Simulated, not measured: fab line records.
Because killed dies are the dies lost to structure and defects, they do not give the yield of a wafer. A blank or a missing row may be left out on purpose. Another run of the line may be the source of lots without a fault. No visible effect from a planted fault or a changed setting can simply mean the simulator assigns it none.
Struck lot and sound lot, side by side	flow sfq_line	13 steps out of a route of 325
Sound: wafers L768.2, L768.3, L768.6. The struck wafers were L778.4, L778.5. Last of all comes the cause.
Order at every step that has rows: each side's tool, ch and its chambers, its first start. Under that, the readings that differ: sound wafers	struck wafers	difference of the means	sigmas: that difference in standard deviations of wafers without a fault.
alike: a reading whose means differ by less than 2 such deviations, as well as words and numbers matching on both sides. not compared: withheld readings; readings where some wafer has no value; bounds like >300 that might hide an equal value; numbers whose values overlap and for which the record gives no deviation.
A row with sigmas, a row that says differs or no value, or rows on one side alone: a step with any of these is where the two part. Numbers that have no deviation but don't overlap get no sigmas and don't part them. A reading missing from all wafers of one side parts the sides only when that side holds two or more wafers.

first, 1 step without rows for these wafers: SFQ_TRILAYER_M4_DEP_PRE_CLEAN_092 (time 22.5 s).
SFQ_TRILAYER_M4_DEP_SPUTTER_091: material Nb, target thk 200 nm, time 133.3 s.
  sound: pvd_sputter-03 at day 44 07:01; struck: pvd_sputter-03 at day 47 16:38
  alike: base_pressure_pa, chamber_pressure_pa, throttle_valve_pct
SFQ_M4_RS_MEAS_924: measures by four-point-probe.
  sound: film_metro-01 at day 44 07:08; struck: film_metro-02 at day 47 16:47
  alike: M4_NB_RS
then, 6 steps without rows for these wafers: SFQ_TRILAYER_M4_LITHO_COAT_098 (resist thk 62 nm); SFQ_TRILAYER_M4_LITHO_COAT_093 (resist thk 600 nm); SFQ_TRILAYER_M4_LITHO_SOFTBAKE_097; SFQ_TRILAYER_M4_LITHO_EXPOSE_094 (exposes mask M4, target cd 500 nm); SFQ_TRILAYER_M4_LITHO_PEB_096 (peb time 60 s); SFQ_TRILAYER_M4_LITHO_DEVELOP_095 (time 60 s).
SFQ_M4_OVL_MEAS_926:
  sound: overlay-02 at day 44 22:47; struck: overlay-02 at day 47 19:10
  alike: M4_OVL
SFQ_TRILAYER_M4_BARC_OPEN_METAL_ETCH_123: etches BARC in O2, target depth 125 nm, time 41.7 s.
  sound on rie_metal-04 ch 0,1, day 44 22:49; struck on rie_metal-03 ch 0,1, day 47 19:13
  alike: drypump_motor_current_A, oes_product_au, run_length_s
  not compared: rf_hours_counter_h
SFQ_TRILAYER_M4_ETCH_METAL_ETCH_096: etches Nb in Cl2/Ar, stops on SiO2, target depth 240 nm, time 120 s.
  sound on rie_metal-04 ch 0,1, day 44 22:52; struck on rie_metal-03 ch 0,1, day 47 19:17
reading	sound	struck	difference	sigmas
run_length_s (s)	148.5 149.0 147.6	152.7 153.0	+4.5	+6
  alike: drypump_motor_current_A, oes_product_au
  not compared: rf_hours_counter_h, model.KrF_of_TRILAYER_M4_LITHO_COAT_093.thk_nm
SFQ_TRILAYER_M4_STRIP_STRIP_097: strips in O2.
  sound on rie_metal-04 ch 0,1, day 44 23:00; struck on rie_metal-03 ch 0,1, day 47 19:35
  alike: drypump_motor_current_A, oes_product_au
  not compared: rf_hours_counter_h

WHERE THEY PART
Only at SFQ_TRILAYER_M4_ETCH_METAL_ETCH_096, within this record. Later steps at which nothing parts them and some readings are alike: SFQ_TRILAYER_M4_STRIP_STRIP_097.

WHY: what the simulator had put in
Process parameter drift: rie_metal-03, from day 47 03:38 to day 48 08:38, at SFQ_TRILAYER_M4_ETCH_METAL_ETCH_096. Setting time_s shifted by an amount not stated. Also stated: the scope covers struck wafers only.
